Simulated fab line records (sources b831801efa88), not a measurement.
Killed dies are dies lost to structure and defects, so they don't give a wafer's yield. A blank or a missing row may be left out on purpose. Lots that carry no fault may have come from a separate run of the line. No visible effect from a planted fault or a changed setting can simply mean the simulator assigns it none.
Chamber matching | flow sky130 | 4 sister chambers for SKY_VIA2_ETCH_14 on rie-diel-02
The step etches BARC in N2/H2, stops on SiO2, time 45.9 s, target depth 60 nm. 4 wafers are shown with their chamber, then 7 later ones without.

== WAFERS WITH THEIR CHAMBER ==
wafer  | chamber | run-length-s (s)
L435.5 | 1       | 74.7
L439.5 | 3       | 74.3
L443.1 | 2       | 74.3
L443.4 | 0       | 75.0

== WAFERS WITH NO CHAMBER GIVEN ==
wafer  | run-length-s (s)
L443.5 | 73.8
L444.4 | 74.1
L444.5 | 74.6
L444.6 | 74.6
L445.2 | 73.5
L446.2 | 74.2
L446.5 | 75.2

== THE CHAMBER EACH PASSED THROUGH ==
wafer  | from the rows above               | in truth
L443.5 | can't be placed: 2 or 3 or 1 or 0 | 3
L444.4 | can't be placed: 2 or 3 or 1 or 0 | 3
L444.5 | can't be placed: 1 or 2 or 3 or 0 | 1
L444.6 | can't be placed: 1 or 2 or 3 or 0 | 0
L445.2 | can't be placed: 2 or 3 or 1 or 0 | 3
L446.2 | can't be placed: 2 or 3 or 1 or 0 | 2
L446.5 | can't be placed: 0 or 1 or 2 or 3 | 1
Correctly placed: 0 of 7. From these rows, 7 cannot be placed; in 7 the true chamber is one of the candidates. Placed wrongly: 0.
How it was worked out, from the rows above alone: a wafer's distance from a chamber is the root of the sum, over the readings, of the square of ((its reading less the chamber's mean) divided by the reading's scatter). If the next closest chamber is less than 2 further off than the closest, the wafer can't be placed; otherwise it belongs to the closest. A chamber's mean is the mean of its shown wafers. The scatter: with one shown wafer a chamber, the root of the mean of the squares of how far each hidden wafer lies from its nearest shown one.
